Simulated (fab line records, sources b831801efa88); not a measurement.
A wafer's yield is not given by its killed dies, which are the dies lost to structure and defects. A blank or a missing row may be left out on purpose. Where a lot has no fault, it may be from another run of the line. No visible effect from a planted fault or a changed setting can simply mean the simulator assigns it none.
One fault through the eyes of 2 desks    flow sky130    each desk has only its own numbers; what lay behind them comes last

## AT THE METROLOGY DESK
Means of the sampled wafers that have a number, per lot and without regard to the tool the lot ran on: this is what the gauges read. A lot is out of limits, marked OUT, if its mean lies more than 4 standard deviations from the usual mean; the brackets give that distance.
Columns: A = LI_CONTACT_OVL at SKY_LI_CONTACT_OVL_MEAS_13, usual 2 nm; B = LI_CONTACT_W_RS at SKY_LI_CONTACT_RS_MEAS_22, usual 0.285 ohm/sq; C = LI_CONTACT_W_THK at SKY_LI_CONTACT_THK_MEAS_23, usual 396 nm; D = LOCAL_INTERCONNECT_TIN_RS at SKY_LOCAL_INTERCONNECT_RS_MEAS_01, usual 14.10 ohm/sq; E = LOCAL_INTERCONNECT_TIN_THK at SKY_LOCAL_INTERCONNECT_THK_MEAS_02, usual 100.6 nm; F = cd nm at SKY_LOCAL_INTERCONNECT_CD_MEAS_11, usual 169.8 nm; G = LOCAL_INTERCONNECT_OVL at SKY_LOCAL_INTERCONNECT_OVL_MEAS_12, usual 3 nm
lot   first seen here  A   B      C    D                 E                F      G
L858  day 31 14:58     5   0.288  397  14.32             99.3             172.4  5
L862  day 32 11:17     -2  0.285  392  11.09 (-20) OUT   130.1 (+27) OUT  169.5  5
L865  day 33 01:25     -3  0.285  396  12.70 (-9.4) OUT  114.3 (+12) OUT  170.5  8
L867  day 34 01:29     3   0.290  388  14.00             102.2            168.2  -4
L869  day 34 17:46     10  0.283  397  14.00             100.5            173.2  1
L872  day 35 06:13     -2  0.283  403  14.32             99.4             171.2  10
This desk's finding: out of limits on L862, L865; first on L862, day 32 12:47 (LOCAL_INTERCONNECT_TIN_RS at SKY_LOCAL_INTERCONNECT_RS_MEAS_01). L858, L867, L869, L872: within limits.

## DESK OF THE TOOL OWNER: pvd sputter-02
The tool's own readings at SKY_LOCAL_INTERCONNECT_SPUTTER_00 (material TiN, target thk 100 nm, time 83.3 s): means of the sampled wafers that have a number, for each lot that ran on this tool. A lot is out of limits, marked OUT, if its mean lies more than 4 standard deviations from the usual mean; the brackets give that distance.
Columns: A = throttle valve pct at SKY_LOCAL_INTERCONNECT_SPUTTER_00, usual 29.8 %
lot   first seen here  A
L858  day 31 16:10     29.5
L862  day 32 12:41     29.3
L865  day 33 02:37     29.6
This desk's verdict: no lot among the 3 shows anything out of limits.

## BROUGHT TOGETHER
At day 32 12:47 the metrology desk could have sounded an alarm, on L862, L865.
Nothing out of limits was seen by the tool owner's desk.
The tool owner's desk has L862, L865 on record, within its limits.
On pvd sputter-02, each named lot ran SKY_LOCAL_INTERCONNECT_SPUTTER_00.

## WHAT WAS PUT IN BY THE SIMULATOR
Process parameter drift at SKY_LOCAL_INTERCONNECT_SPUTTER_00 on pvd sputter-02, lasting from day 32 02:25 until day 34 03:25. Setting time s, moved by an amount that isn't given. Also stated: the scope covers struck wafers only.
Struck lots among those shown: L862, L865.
Per desk, hours elapsed from the start of the fault to the first reading out of limits: for the metrology desk, 10.
